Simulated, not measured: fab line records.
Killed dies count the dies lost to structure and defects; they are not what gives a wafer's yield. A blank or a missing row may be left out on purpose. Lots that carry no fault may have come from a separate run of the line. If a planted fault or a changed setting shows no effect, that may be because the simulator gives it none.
Which tool did it? || flow gf180mcu || 11 lots with 32 wafers sampled at 5 steps, on a route of 602 steps

## WHAT EACH GAUGE READ, for each wafer
GF_TOP_METAL_RS_MEAS_05: the measuring method here is four-point-probe. Usual: TOP_METAL_ALCU_RS gives 0.0330 ohm/sq (standard deviation 0.00034).
{"lot": "L301", "measured": "day 27 07:25", "on": "film_metro-04", "TOP_METAL_ALCU_RS (ohm/sq)": "0.0328 0.0329 0.0329", "flag": ""}
{"lot": "L302", "measured": "day 27 12:34", "on": "film_metro-02", "TOP_METAL_ALCU_RS (ohm/sq)": "0.0333 0.0333 0.0334", "flag": ""}
{"lot": "L309", "measured": "day 29 19:36", "on": "film_metro-04", "TOP_METAL_ALCU_RS (ohm/sq)": "0.0347 0.0326", "flag": ""}
{"lot": "L311", "measured": "day 30 07:34", "on": "film_metro-02", "TOP_METAL_ALCU_RS (ohm/sq)": "0.0329 0.0328 0.0330", "flag": ""}
{"lot": "L314", "measured": "day 31 00:32", "on": "film_metro-03", "TOP_METAL_ALCU_RS (ohm/sq)": "0.0335 0.0333 0.0337", "flag": ""}
{"lot": "L318", "measured": "day 32 05:07", "on": "film_metro-03", "TOP_METAL_ALCU_RS (ohm/sq)": "0.0332 0.0330 0.0333", "flag": ""}
{"lot": "L319", "measured": "day 32 06:50", "on": "film_metro-03", "TOP_METAL_ALCU_RS (ohm/sq)": "0.0337 0.0338 0.0334", "flag": ""}
{"lot": "L320", "measured": "day 32 15:56", "on": "film_metro-02", "TOP_METAL_ALCU_RS (ohm/sq)": "0.0338 0.0333 0.0332", "flag": ""}
{"lot": "L321", "measured": "day 33 02:57", "on": "film_metro-02", "TOP_METAL_ALCU_RS (ohm/sq)": "0.0331 0.0334 0.0334", "flag": ""}
{"lot": "L322", "measured": "day 33 05:50", "on": "film_metro-02", "TOP_METAL_ALCU_RS (ohm/sq)": "0.0328 0.0325 0.0328", "flag": ""}
{"lot": "L323", "measured": "day 33 11:44", "on": "film_metro-02", "TOP_METAL_ALCU_RS (ohm/sq)": "0.0329 0.0328 0.0330", "flag": ""}

GF_TOP_METAL_THK_MEAS_06: measures by xrf. Usual: TOP_METAL_ALCU_THK gives 899 nm (standard deviation 11).
{"lot": "L301", "measured": "day 27 07:31", "on": "film_metro-04", "TOP_METAL_ALCU_THK (nm)": "917 913 916", "flag": ""}
{"lot": "L302", "measured": "day 27 12:40", "on": "film_metro-02", "TOP_METAL_ALCU_THK (nm)": "882 882 885", "flag": ""}
{"lot": "L309", "measured": "day 29 19:43", "on": "film_metro-04", "TOP_METAL_ALCU_THK (nm)": "859 912", "flag": ""}
{"lot": "L311", "measured": "day 30 07:41", "on": "film_metro-02", "TOP_METAL_ALCU_THK (nm)": "896 900 886", "flag": ""}
{"lot": "L314", "measured": "day 31 00:38", "on": "film_metro-03", "TOP_METAL_ALCU_THK (nm)": "889 896 889", "flag": ""}
{"lot": "L318", "measured": "day 32 05:13", "on": "film_metro-03", "TOP_METAL_ALCU_THK (nm)": "890 898 889", "flag": ""}
{"lot": "L319", "measured": "day 32 06:56", "on": "film_metro-03", "TOP_METAL_ALCU_THK (nm)": "880 872 886", "flag": ""}
{"lot": "L320", "measured": "day 32 16:02", "on": "film_metro-02", "TOP_METAL_ALCU_THK (nm)": "873 885 888", "flag": ""}
{"lot": "L321", "measured": "day 33 03:04", "on": "film_metro-02", "TOP_METAL_ALCU_THK (nm)": "894 883 888", "flag": ""}
{"lot": "L322", "measured": "day 33 05:56", "on": "film_metro-02", "TOP_METAL_ALCU_THK (nm)": "903 908 897", "flag": ""}
{"lot": "L323", "measured": "day 33 11:51", "on": "film_metro-02", "TOP_METAL_ALCU_THK (nm)": "900 899 898", "flag": ""}

## WHICH TOOL RAN EACH LOT (tool, then ch and the chambers of the sampled wafers, then the start)
{"lot": "L301", "GF_V4_CMP_04": "cmp-01 ch 1,2, day 23 10:56", "GF_MIM_SPUTTER_01": "pvd_sputter-01, day 24 11:13", "GF_TOP_METAL_SPUTTER_02": "pvd_sputter-03, day 27 07:17"}
{"lot": "L302", "GF_V4_CMP_04": "cmp-02 ch 2,3, day 23 18:54", "GF_MIM_SPUTTER_01": "pvd_sputter-01, day 24 17:52", "GF_TOP_METAL_SPUTTER_02": "pvd_sputter-02, day 27 12:26"}
{"lot": "L309", "GF_V4_CMP_04": "cmp-02 ch 0,2, day 26 06:49", "GF_MIM_SPUTTER_01": "pvd_sputter-02, day 27 05:13", "GF_TOP_METAL_SPUTTER_02": "pvd_sputter-03, day 29 19:31"}
{"lot": "L311", "GF_V4_CMP_04": "cmp-02 ch 0,1,3, day 26 19:52", "GF_MIM_SPUTTER_01": "pvd_sputter-04, day 27 18:11", "GF_TOP_METAL_SPUTTER_02": "pvd_sputter-01, day 30 07:29"}
{"lot": "L314", "GF_V4_CMP_04": "cmp-01 ch 1,2,3, day 27 15:55", "GF_MIM_SPUTTER_01": "pvd_sputter-04, day 28 13:29", "GF_TOP_METAL_SPUTTER_02": "pvd_sputter-01, day 31 00:24"}
{"lot": "L318", "GF_V4_CMP_04": "cmp-02 ch 0,3, day 28 23:58", "GF_MIM_SPUTTER_01": "pvd_sputter-02, day 29 20:43", "GF_TOP_METAL_SPUTTER_02": "pvd_sputter-02, day 32 05:00"}
{"lot": "L319", "GF_V4_CMP_04": "cmp-02 ch 0,2,3, day 29 03:36", "GF_MIM_SPUTTER_01": "pvd_sputter-01, day 30 00:05", "GF_TOP_METAL_SPUTTER_02": "pvd_sputter-02, day 32 06:43"}
{"lot": "L320", "GF_V4_CMP_04": "cmp-01 ch 0,2,3, day 29 13:01", "GF_MIM_SPUTTER_01": "pvd_sputter-01, day 30 09:47", "GF_TOP_METAL_SPUTTER_02": "pvd_sputter-02, day 32 15:48"}
{"lot": "L321", "GF_V4_CMP_04": "cmp-02 ch 0,1,2, day 30 00:41", "GF_MIM_SPUTTER_01": "pvd_sputter-01, day 30 20:23", "GF_TOP_METAL_SPUTTER_02": "pvd_sputter-01, day 33 02:50"}
{"lot": "L322", "GF_V4_CMP_04": "cmp-02 ch 1,2,3, day 30 04:01", "GF_MIM_SPUTTER_01": "pvd_sputter-04, day 31 00:02", "GF_TOP_METAL_SPUTTER_02": "pvd_sputter-03, day 33 05:43"}
{"lot": "L323", "GF_V4_CMP_04": "cmp-01 ch 1,2,3, day 30 10:44", "GF_MIM_SPUTTER_01": "pvd_sputter-02, day 31 07:06", "GF_TOP_METAL_SPUTTER_02": "pvd_sputter-02, day 33 11:38"}
- GF_V4_CMP_04: polishes SiO2.
- GF_MIM_SPUTTER_01: material TiN, target thk 30 nm, time 25 s.
- GF_TOP_METAL_SPUTTER_02: material AlCu, target thk 900 nm, time 47.82 s.

## WHAT THE TOOLS THEMSELVES READ (means of the sampled wafers that have a number; where no wafer has one, the mark that the record gives instead)
GF_V4_CMP_04. Usual: motor_current_A 12.2 A, standard deviation 1.9; time_to_endpoint_s 79 s, standard deviation 5.1.
{"lot": "L301", "tool": "cmp-01", "motor_current_A (A)": 13.2, "time_to_endpoint_s (s)": 88, "flag": ""}
{"lot": "L302", "tool": "cmp-02", "motor_current_A (A)": 13.9, "time_to_endpoint_s (s)": 79, "flag": ""}
{"lot": "L309", "tool": "cmp-02", "motor_current_A (A)": 12.3, "time_to_endpoint_s (s)": 72, "flag": ""}
{"lot": "L311", "tool": "cmp-02", "motor_current_A (A)": 10.8, "time_to_endpoint_s (s)": 72, "flag": ""}
{"lot": "L314", "tool": "cmp-01", "motor_current_A (A)": 13.2, "time_to_endpoint_s (s)": 81, "flag": ""}
{"lot": "L318", "tool": "cmp-02", "motor_current_A (A)": 11.3, "time_to_endpoint_s (s)": 73, "flag": ""}
{"lot": "L319", "tool": "cmp-02", "motor_current_A (A)": 12.3, "time_to_endpoint_s (s)": 77, "flag": ""}
{"lot": "L320", "tool": "cmp-01", "motor_current_A (A)": 12.3, "time_to_endpoint_s (s)": 81, "flag": ""}
{"lot": "L321", "tool": "cmp-02", "motor_current_A (A)": 11.7, "time_to_endpoint_s (s)": 77, "flag": ""}
{"lot": "L322", "tool": "cmp-02", "motor_current_A (A)": 11.7, "time_to_endpoint_s (s)": 78, "flag": ""}
{"lot": "L323", "tool": "cmp-01", "motor_current_A (A)": 13.2, "time_to_endpoint_s (s)": 80, "flag": ""}

GF_MIM_SPUTTER_01. Usual: throttle_valve_pct 30.0 %, standard deviation 0.93.
{"lot": "L301", "tool": "pvd_sputter-01", "throttle_valve_pct (%)": 31.4, "flag": ""}
{"lot": "L302", "tool": "pvd_sputter-01", "throttle_valve_pct (%)": 30.0, "flag": ""}
{"lot": "L309", "tool": "pvd_sputter-02", "throttle_valve_pct (%)": 29.3, "flag": ""}
{"lot": "L311", "tool": "pvd_sputter-04", "throttle_valve_pct (%)": 29.9, "flag": ""}
{"lot": "L314", "tool": "pvd_sputter-04", "throttle_valve_pct (%)": 29.7, "flag": ""}
{"lot": "L318", "tool": "pvd_sputter-02", "throttle_valve_pct (%)": 29.2, "flag": ""}
{"lot": "L319", "tool": "pvd_sputter-01", "throttle_valve_pct (%)": 31.0, "flag": ""}
{"lot": "L320", "tool": "pvd_sputter-01", "throttle_valve_pct (%)": 31.3, "flag": ""}
{"lot": "L321", "tool": "pvd_sputter-01", "throttle_valve_pct (%)": 30.6, "flag": ""}
{"lot": "L322", "tool": "pvd_sputter-04", "throttle_valve_pct (%)": 30.5, "flag": ""}
{"lot": "L323", "tool": "pvd_sputter-02", "throttle_valve_pct (%)": 29.4, "flag": ""}

GF_TOP_METAL_SPUTTER_02. Usual: throttle_valve_pct 30.2 %, standard deviation 1.1.
{"lot": "L301", "tool": "pvd_sputter-03", "throttle_valve_pct (%)": 31.5, "flag": ""}
{"lot": "L302", "tool": "pvd_sputter-02", "throttle_valve_pct (%)": 29.2, "flag": ""}
{"lot": "L309", "tool": "pvd_sputter-03", "throttle_valve_pct (%)": 30.6, "flag": ""}
{"lot": "L311", "tool": "pvd_sputter-01", "throttle_valve_pct (%)": 30.6, "flag": ""}
{"lot": "L314", "tool": "pvd_sputter-01", "throttle_valve_pct (%)": 31.2, "flag": ""}
{"lot": "L318", "tool": "pvd_sputter-02", "throttle_valve_pct (%)": 29.4, "flag": ""}
{"lot": "L319", "tool": "pvd_sputter-02", "throttle_valve_pct (%)": 29.5, "flag": ""}
{"lot": "L320", "tool": "pvd_sputter-02", "throttle_valve_pct (%)": 29.2, "flag": ""}
{"lot": "L321", "tool": "pvd_sputter-01", "throttle_valve_pct (%)": 30.2, "flag": ""}
{"lot": "L322", "tool": "pvd_sputter-03", "throttle_valve_pct (%)": 30.4, "flag": ""}
{"lot": "L323", "tool": "pvd_sputter-02", "throttle_valve_pct (%)": 29.1, "flag": ""}

## THE ANSWER, worked out from the rows above alone
Rule: take the mean of a lot's wafers that have a number; if it is more than 3 standard deviations from the usual mean, the lot is off. Also off: a lot with no number at a reading for which 4 or more lots have one. Where the step has rows for the other lots, those lots are counted as sound. Order of review: gauges by route order, followed by the tools' own readings, for which a lot's mean as printed above is used. The first step at which some lot is off is used, and at that step the reading that is off furthest; a lot without a number counts as furthest.
Nothing can be told from this: no lot is off at any reading shown.

## WHAT THE SIMULATOR PUT IN
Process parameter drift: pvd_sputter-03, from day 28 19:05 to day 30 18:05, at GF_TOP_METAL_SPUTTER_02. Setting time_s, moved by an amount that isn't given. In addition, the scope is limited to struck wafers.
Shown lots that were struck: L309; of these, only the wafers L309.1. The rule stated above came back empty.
